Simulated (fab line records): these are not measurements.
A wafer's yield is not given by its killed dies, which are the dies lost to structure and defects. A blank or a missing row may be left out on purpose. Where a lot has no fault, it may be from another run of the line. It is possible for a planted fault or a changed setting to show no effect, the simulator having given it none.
A lot that was struck, set against a sound lot | flow sky130 | 24 out of 708 route steps
Sound: the wafers L957.1, L957.5, L957.6. Wafers struck: L975.3, L975.4, L975.5. The cause comes at the end.
Order at every step that has rows: each side's tool, ch and its chambers, its first start. Under that, the readings that differ: sound wafers | struck wafers | difference of the means | sigmas: that difference in standard deviations of wafers without a fault.
alike: readings with means less than 2 such deviations apart, plus words and numbers identical on both sides. not compared: withheld readings, readings lacking a value on some wafer, bounds such as >300 that could conceal the same value, and numbers that have no deviation in the record and whose values overlap.
Wherever a step has rows on one side only, a row that says differs or no value, or a row with sigmas, the two part there. When numbers do not overlap yet have no deviation, they are printed without sigmas and do not part them. Lack of a reading on every wafer of one side parts them only where that side has two or more wafers.

first, 8 steps without rows for these wafers: SKY_RES_XHIGH_DEHYDRATE_00 (time 60 s); SKY_RES_XHIGH_HMDS_01 (prime time 60 s); SKY_RES_XHIGH_COAT_02 (resist thk 1140 nm); SKY_RES_XHIGH_SOFTBAKE_03 (time 60 s); SKY_RES_XHIGH_EXPOSE_04 (exposes mask URPM, target cd 1270 nm); SKY_RES_XHIGH_PEB_05; SKY_RES_XHIGH_DEVELOP_06 (develop time 60 s); SKY_RES_XHIGH_IMPLANT_07.
SKY_RES_XHIGH_STRIP_08: strips in O2/N2.
  sound on plasma-asher-02 ch 0,1, day 27 17:39; struck on plasma-asher-04 ch 0,1, day 33 18:36
  reading                     | sound       | struck      | difference | sigmas
  drypump-motor-current-A (A) | 4.9 5.8 4.9 | 6.1 6.1 6.0 | +0.9       | +2
  alike: o2-flow-sccm, oes-product-au, strip-time-to-endpoint-s
  not compared: rf-hours-counter-h
SKY_RES_XHIGH_TW_MEAS_09:
  sound on film-metro-03, day 27 17:45; struck on film-metro-03, day 33 18:41
  alike: RES_XHIGH_TW
then, 2 steps without rows for these wafers: SKY_SD_N_DEHYDRATE_00 (time 60 s); SKY_SD_N_HMDS_01 (prime time 60 s).
SKY_SD_N_COAT_02: resist thk 1140 nm.
  sound on litho-track-02 ch 0, day 28 08:22; struck on litho-track-01 ch 0, day 34 07:58
  reading                                   | sound          | struck         | difference | sigmas
  model.NOVOLAK_of_SD_N_COAT_02.thk-nm (nm) | 1143 1145 1140 | 1087 1091 1087 | -54        |
  alike: spin-speed-rpm
then, 3 steps without rows for these wafers: SKY_SD_N_SOFTBAKE_03 (time 60 s); SKY_SD_N_EXPOSE_04 (exposes mask NSDM, target cd 380 nm); SKY_SD_N_PEB_05.
SKY_SD_N_DEVELOP_06: develop time 60 s.
  sound on litho-track-02 ch 0, day 28 22:13; struck on litho-track-02 ch 0, day 34 19:58
  reading                                   | sound          | struck         | difference | sigmas
  model.NOVOLAK_of_SD_N_COAT_02.thk-nm (nm) | 1143 1144 1140 | 1086 1090 1087 | -55        |
SKY_SD_N_CD_MEAS_07: target cd 380 nm.
  sound on cd-sem-02, day 28 22:22; struck on cd-sem-02, day 34 20:06
  alike: cd-nm
SKY_SD_N_OVL_MEAS_08:
  sound on overlay-01, day 28 22:29; struck on overlay-01, day 34 20:12
  alike: SD_N_OVL
then, 2 steps without rows for these wafers: SKY_SD_N_IMPLANT_09; SKY_SD_N_IMPLANT_10.
SKY_SD_N_STRIP_11: strips in O2/N2.
  sound on plasma-asher-02 ch 0,1, day 28 22:49; struck on plasma-asher-01 ch 0,1, day 34 20:33
  reading                      | sound             | struck            | difference | sigmas
  strip-time-to-endpoint-s (s) | 22.58 22.60 22.56 | 21.92 21.98 21.94 | -0.63      | -19
  alike: drypump-motor-current-A, o2-flow-sccm, oes-product-au
  not compared: rf-hours-counter-h
SKY_SD_N_TW_MEAS_12:
  sound on film-metro-02, day 28 22:55; struck on film-metro-03, day 34 20:38
  alike: SD_N_TW
-- record jumps: 16 days separate the struck wafers' starts on either side; left off in module SD_N, taken up again in module PAD_OPEN, whose first shown step is the route's number 708 --
SKY_PAD_OPEN_PROBE_99:
  sound on prober-01, day 46 18:02; struck on prober-02, day 50 18:55
  alike: killed_at_M0_to_M3, killed_at_M4_up, killed-at-contacts, killed-at-front-end, killed-at-other, killed-dies, killed-open, killed-short

## WHERE THEY PART
First at SKY_RES_XHIGH_STRIP_08; last, within this record, at SKY_SD_N_STRIP_11. Later steps at which nothing parts them and some readings are alike: SKY_SD_N_TW_MEAS_12, SKY_PAD_OPEN_PROBE_99.

WHY: what the simulator had put in
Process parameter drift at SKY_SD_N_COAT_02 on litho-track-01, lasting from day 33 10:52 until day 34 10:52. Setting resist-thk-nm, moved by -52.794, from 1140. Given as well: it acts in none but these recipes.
